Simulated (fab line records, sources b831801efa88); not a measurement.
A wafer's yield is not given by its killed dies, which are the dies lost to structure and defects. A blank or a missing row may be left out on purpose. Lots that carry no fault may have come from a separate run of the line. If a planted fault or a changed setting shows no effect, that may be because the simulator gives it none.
A struck lot beside a sound one :: flow sky130 :: 23 steps out of a route of 708
Sound: these wafers, L501.2, L501.4, L501.6. The struck wafers were L519.1, L519.4, L519.5. The cause comes at the end.
Each step with rows lists, per side, the tool, then ch with its chambers, then its first start. Under that, the readings that differ: sound wafers :: struck wafers :: difference of the means :: sigmas: that difference in standard deviations of wafers without a fault.
alike: a reading whose means differ by less than 2 such deviations, as well as words and numbers matching on both sides. not compared: withheld readings; readings where some wafer has no value; bounds like >300 that might hide an equal value; numbers whose values overlap and for which the record gives no deviation.
Wherever a step has rows on one side only, a row that says differs or no value, or a row with sigmas, the two part there. Numbers that have no deviation but don't overlap get no sigmas and don't part them. A reading that every wafer of one side lacks parts them only if that side has two wafers or more.

SKY_LOCAL_INTERCONNECT_STRIP_15: strips in O2/N2.
  sound on plasma_asher-03 ch 0,1, day 31 02:17; struck on plasma_asher-03 ch 0,1, day 36 07:41
  alike: drypump_motor_current_A, oes_product_au, strip_time_to_endpoint_s
  not compared: rf_hours_counter_h
then, 3 steps without rows for these wafers: SKY_LOCAL_INTERCONNECT_STRIP_16 (strips in post etch residue remover, time 1200 s); SKY_LOCAL_INTERCONNECT_CLEAN_17 (cleans in IPA, time 180 s); SKY_LOCAL_INTERCONNECT_CLEAN_18 (cleans in O3/DIW).
SKY_CONTACT_CVD_00: deposits Si3N4, target thk 75 nm.
  sound on pecvd-03 ch 1,2, day 31 02:56; struck on pecvd-04 ch 2, day 36 08:18
  alike: heater_power_w, rf_fwd_power_W, susceptor_temp_C
SKY_CONTACT_THK_MEAS_01:
  sound on film_metro-03, day 31 02:59; struck on film_metro-03, day 36 08:21
  alike: CONTACT_CVD_00_THK
then, 1 step without rows for these wafers: SKY_CONTACT_HDPCVD_02 (deposits SiO2, target thk 565 nm, time 94.2 s).
SKY_CONTACT_THK_MEAS_03:
  sound on film_metro-02, day 31 03:07; struck on film_metro-04, day 36 08:29
  alike: CONTACT_HDPCVD_THK
SKY_CONTACT_CMP_04: polishes SiO2.
  sound on cmp-02 ch 0,1,2, day 31 03:10; struck on cmp-02 ch 0,3, day 36 08:32
  alike: motor_current_A, platen_rpm, time_to_endpoint_s
SKY_CONTACT_BOW_MEAS_05:
  sound on film_metro-02, day 31 03:29; struck on film_metro-03, day 36 08:50
  alike: CONTACT_BOW
then, 2 steps without rows for these wafers: SKY_CONTACT_DEHYDRATE_06 (time 60 s); SKY_CONTACT_HMDS_07 (prime time 60 s).
SKY_CONTACT_COAT_08: resist thk 60 nm.
  sound on litho_track-01 ch 0, day 31 17:25; struck on litho_track-01 ch 0, day 36 21:17
then, 5 steps without rows for these wafers: SKY_CONTACT_COAT_09 (resist thk 450 nm); SKY_CONTACT_SOFTBAKE_10 (time 90 s); SKY_CONTACT_EXPOSE_11 (exposes mask CTM1, target cd 170 nm); SKY_CONTACT_PEB_12; SKY_CONTACT_DEVELOP_13 (develop time 60 s).
SKY_CONTACT_CD_MEAS_14: target cd 170 nm.
  sound on cd_sem-01, day 32 07:53; struck on cd_sem-01, day 37 11:22
  alike: cd_nm
SKY_CONTACT_OVL_MEAS_15:
  sound on overlay-01, day 32 07:59; struck on overlay-02, day 37 11:29
  alike: CONTACT_OVL
SKY_CONTACT_ETCH_16: etches BARC in N2/H2, stops on SiO2, time 45.9 s, target depth 60 nm.
  sound on rie_diel-01 ch 0,3, day 32 08:01; struck on rie_diel-04 ch 0,1,3, day 37 11:31
reading: oes_product_au (a.u.)
sound: 0.852 0.860 0.848
struck: 0.869 0.884 0.871
difference: +0.021
sigmas: +4

reading: model.etch.depth_nm (nm)
sound: 60.14 60.2 60.25
struck: 62.78 63.01 62.78
difference: +2.66
sigmas: 
  alike: drypump_motor_current_A, h2_flow_sccm, rf_fwd_power_W, throttle_valve_pct
  not compared: rf_hours_counter_h
SKY_CONTACT_ETCH_17: etches SiO2 in C4F8/O2/Ar, stops on Si3N4, target depth 340 nm.
  sound on rie_diel-01 ch 0,3, day 32 08:04; struck on rie_diel-04 ch 0,1,3, day 37 11:34
  alike: oes_product_au, rf_fwd_power_W
following that, these wafers have no rows for 1 step: SKY_PAD_OPEN_PROBE_99.

== WHERE THEY PART ==
Only at SKY_CONTACT_ETCH_16, as far as this record shows. Later steps at which nothing parts them and some readings are alike: SKY_CONTACT_ETCH_17.

WHY: the cause the simulator had injected
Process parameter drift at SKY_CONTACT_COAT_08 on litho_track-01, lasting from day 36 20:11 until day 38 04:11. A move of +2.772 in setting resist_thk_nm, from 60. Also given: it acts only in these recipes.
